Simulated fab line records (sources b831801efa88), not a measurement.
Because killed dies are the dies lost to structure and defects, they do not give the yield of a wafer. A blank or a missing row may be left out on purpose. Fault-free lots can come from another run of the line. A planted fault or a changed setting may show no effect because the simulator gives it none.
The same fault as seen by 2 desks + flow gf180mcu + numbers are kept per desk, each desk with only its own; the story behind them comes last

FROM THE METROLOGY DESK
Lot by lot, what the gauges showed, no matter which tool ran the lot: averages of those sampled wafers that carry a number. If a lot's mean is further than 4 standard deviations from the usual mean, the lot is out of limits and carries the mark OUT (the distance appears in the brackets).
Columns: A = NWELL_TW at GF_NWELL_TW_MEAS_11, usual 1559; B = LVPWELL_OVL at GF_LVPWELL_OVL_MEAS_07, usual -0.6 nm
| lot  | first seen here | A    | B    |
|------|-----------------|------|------|
| L802 | day 3 13:18     | 1564 | -1.1 |
| L805 | day 4 05:01     | 1553 | 1.0  |
| L813 | day 6 02:16     | 1576 | -1.5 |
| L814 | day 6 07:19     | 1566 | 1.6  |
| L817 | day 7 01:45     | 1553 | -0.8 |
| L819 | day 7 09:40     | 1552 | -0.5 |
This desk found nothing out of limits on any of the 6 lots.

TOOL OWNER'S DESK, implanter-01
GF_LVPWELL_IMPLANT_09, tool's own readings: per-lot mean of the sampled wafers with a number, covering each lot this tool ran. If a lot's mean is further than 4 standard deviations from the usual mean, the lot is out of limits and carries the mark OUT (the distance appears in the brackets).
Columns: A = beam-energy-keV at GF_LVPWELL_IMPLANT_09, usual 60.002; B = dose-ions-cm2 at GF_LVPWELL_IMPLANT_09, usual 4.999e+12; C = end-station-pressure-torr at GF_LVPWELL_IMPLANT_09, usual 5.04e-06 Torr
| lot  | first seen here | A                        | B         | C        |
|------|-----------------|--------------------------|-----------|----------|
| L805 | day 4 18:34     | 60.003                   | 4.997e+12 | 5.12e-06 |
| L813 | day 6 18:00     | 55.546 (-99 or more) OUT | 4.998e+12 | 5.24e-06 |
| L817 | day 7 17:31     | 55.529 (-99 or more) OUT | 5.003e+12 | 5.05e-06 |
This desk's verdict: out of limits on L813, L817, starting with L813 at day 6 18:00 (beam-energy-keV at GF_LVPWELL_IMPLANT_09). Within limits: L805.

ALL TOGETHER
At day 6 18:00, on L813, L817, the tool owner's desk was in a position to raise an alarm.
At the metrology desk, nothing out of limits was observed.
The metrology desk has L813, L817 on record, within its limits.
Of the lots named, all ran GF_LVPWELL_IMPLANT_09 on implanter-01.

WHAT THE SIMULATOR PUT IN
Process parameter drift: implanter-01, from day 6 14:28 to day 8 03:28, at GF_LVPWELL_IMPLANT_09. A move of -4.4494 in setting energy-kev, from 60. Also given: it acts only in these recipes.
Lots struck among those shown: L813, L817.
Hours from the fault's start to each desk's first reading out of limits: the tool owner's desk, 4.
